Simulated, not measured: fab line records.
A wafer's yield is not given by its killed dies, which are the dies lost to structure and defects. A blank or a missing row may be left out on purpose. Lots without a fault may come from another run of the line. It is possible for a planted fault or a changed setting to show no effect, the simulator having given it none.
Which of the tools did it? | flow gf180mcu | 14 lots with 42 wafers sampled at 3 steps, on a route of 602 steps

== WHAT THE GAUGES SHOWED, per wafer ==
GF_TOP_METAL_RS_MEAS_05: a four-point-probe measurement.
lot  | measured     | on            | TOP_METAL_ALCU_RS (ohm/sq)
L400 | day 26 21:57 | film metro-02 | 0.0329 0.0332 0.0326
L401 | day 27 09:31 | film metro-02 | 0.0330 0.0329 0.0329
L403 | day 28 01:00 | film metro-03 | 0.0334 0.0331 0.0331
L404 | day 28 10:13 | film metro-04 | 0.0324 0.0329 0.0323
L406 | day 29 11:53 | film metro-03 | 0.0329 0.0327 0.0328
L407 | day 29 16:37 | film metro-02 | 0.0328 0.0331 0.0333
L408 | day 29 20:08 | film metro-02 | 0.0323 0.0323 0.0324
L415 | day 31 17:42 | film metro-04 | 0.0330 0.0332 0.0331
L416 | day 31 23:50 | film metro-02 | 0.0321 0.0321 0.0321
L418 | day 32 20:11 | film metro-02 | 0.0326 0.0331 0.0327
L419 | day 32 20:31 | film metro-02 | 0.0319 0.0322 0.0320
L420 | day 33 00:06 | film metro-02 | 0.0319 0.0321 0.0324
L421 | day 33 05:16 | film metro-03 | 0.0331 0.0330 0.0330
L422 | day 33 12:59 | film metro-04 | 0.0325 0.0321 0.0325

== WHICH TOOL RAN EACH LOT (tool, then ch and the chambers of the sampled wafers, then the start) ==
lot  | GF_MIM_SPUTTER_08            | GF_MIM_STRIP_20
L400 | pvd sputter-01, day 24 03:43 | plasma asher-04 ch 0,1, day 25 01:41
L401 | pvd sputter-01, day 24 15:40 | plasma asher-03 ch 0,1, day 25 11:56
L403 | pvd sputter-04, day 25 09:04 | plasma asher-01 ch 0,1, day 26 05:26
L404 | pvd sputter-01, day 25 15:44 | plasma asher-04 ch 0,1, day 26 15:11
L406 | pvd sputter-04, day 26 22:49 | plasma asher-01 ch 0,1, day 27 19:06
L407 | pvd sputter-04, day 27 01:49 | plasma asher-03 ch 1, day 27 22:09
L408 | pvd sputter-02, day 27 05:40 | plasma asher-03 ch 0,1, day 28 01:33
L415 | pvd sputter-02, day 29 08:50 | plasma asher-01 ch 0,1, day 30 03:10
L416 | pvd sputter-01, day 29 15:22 | plasma asher-01 ch 0,1, day 30 09:43
L418 | pvd sputter-01, day 30 12:28 | plasma asher-04 ch 0, day 31 06:46
L419 | pvd sputter-04, day 30 13:48 | plasma asher-04 ch 0,1, day 31 07:22
L420 | pvd sputter-04, day 30 16:28 | plasma asher-01 ch 0,1, day 31 10:07
L421 | pvd sputter-02, day 30 22:59 | plasma asher-04 ch 0,1, day 31 16:40
L422 | pvd sputter-04, day 31 08:00 | plasma asher-04 ch 0,1, day 32 01:23
- GF_MIM_SPUTTER_08: material AlCu, target thk 200 nm, time 10.6 s.
- GF_MIM_STRIP_20: strips in O2/N2.

== WHAT THE TOOLS THEMSELVES READ (means of the sampled wafers that have a number; where no wafer has one, the mark that the record gives instead) ==
GF_MIM_SPUTTER_08.
lot  | tool           | throttle valve pct (%)
L400 | pvd sputter-01 | 30.0
L401 | pvd sputter-01 | 29.8
L403 | pvd sputter-04 | 30.3
L404 | pvd sputter-01 | 30.2
L406 | pvd sputter-04 | 30.4
L407 | pvd sputter-04 | 30.9
L408 | pvd sputter-02 | 29.6
L415 | pvd sputter-02 | 29.7
L416 | pvd sputter-01 | 29.5
L418 | pvd sputter-01 | 29.9
L419 | pvd sputter-04 | 30.4
L420 | pvd sputter-04 | 30.7
L421 | pvd sputter-02 | 29.5
L422 | pvd sputter-04 | 30.4

GF_MIM_STRIP_20.
lot  | tool            | drypump motor current A (A) | heater power w (W) | oes product au (a.u.) | strip time to endpoint s (s)
L400 | plasma asher-04 | 6.17                        | 310                | 0.696                 | 11.29
L401 | plasma asher-03 | 5.90                        | 298                | 0.693                 | 11.23
L403 | plasma asher-01 | 5.91                        | 376                | 0.695                 | 11.28
L404 | plasma asher-04 | 6.14                        | 303                | 0.685                 | 11.21
L406 | plasma asher-01 | 5.87                        | 384                | 0.693                 | 11.20
L407 | plasma asher-03 | 5.67                        | 314                | 0.689                 | 11.14
L408 | plasma asher-03 | 5.78                        | 311                | 0.690                 | 11.17
L415 | plasma asher-01 | 5.90                        | 381                | 0.696                 | 11.26
L416 | plasma asher-01 | 5.91                        | 380                | 0.695                 | 11.22
L418 | plasma asher-04 | 6.20                        | 309                | 0.692                 | 11.27
L419 | plasma asher-04 | 6.12                        | 296                | 0.689                 | 11.22
L420 | plasma asher-01 | 5.90                        | 380                | 0.692                 | 11.25
L421 | plasma asher-04 | 6.12                        | 298                | 0.694                 | 11.29
L422 | plasma asher-04 | 6.11                        | 295                | 0.694                 | 11.22

== THE ANSWER, worked out from the rows above alone ==
Rule: the usual values come from the lots themselves. Put in order of their means at a reading, lots are off if they are a third of the lots or fewer, leave a main group of 4 or more, and stand apart from it by a gap of 3 or more times the standard deviation of the main group's means; of several such gaps the widest counts. A main group is skipped when, at the precision printed for the reading in the tables above, its means are all equal. A lot without any number at a reading at which 4 lots or more have one is off too. Any other lot the step has rows for is counted as sound. After the gauges, taken in route order, come the tools' own readings; for these a lot's mean is taken, as printed above. The first step at which some lot is off is used, and at that step the reading that is off furthest; a lot without a number counts as furthest.
Across all readings shown, no lot is off: no conclusion can be drawn from this.

== WHAT WAS PUT IN BY THE SIMULATOR ==
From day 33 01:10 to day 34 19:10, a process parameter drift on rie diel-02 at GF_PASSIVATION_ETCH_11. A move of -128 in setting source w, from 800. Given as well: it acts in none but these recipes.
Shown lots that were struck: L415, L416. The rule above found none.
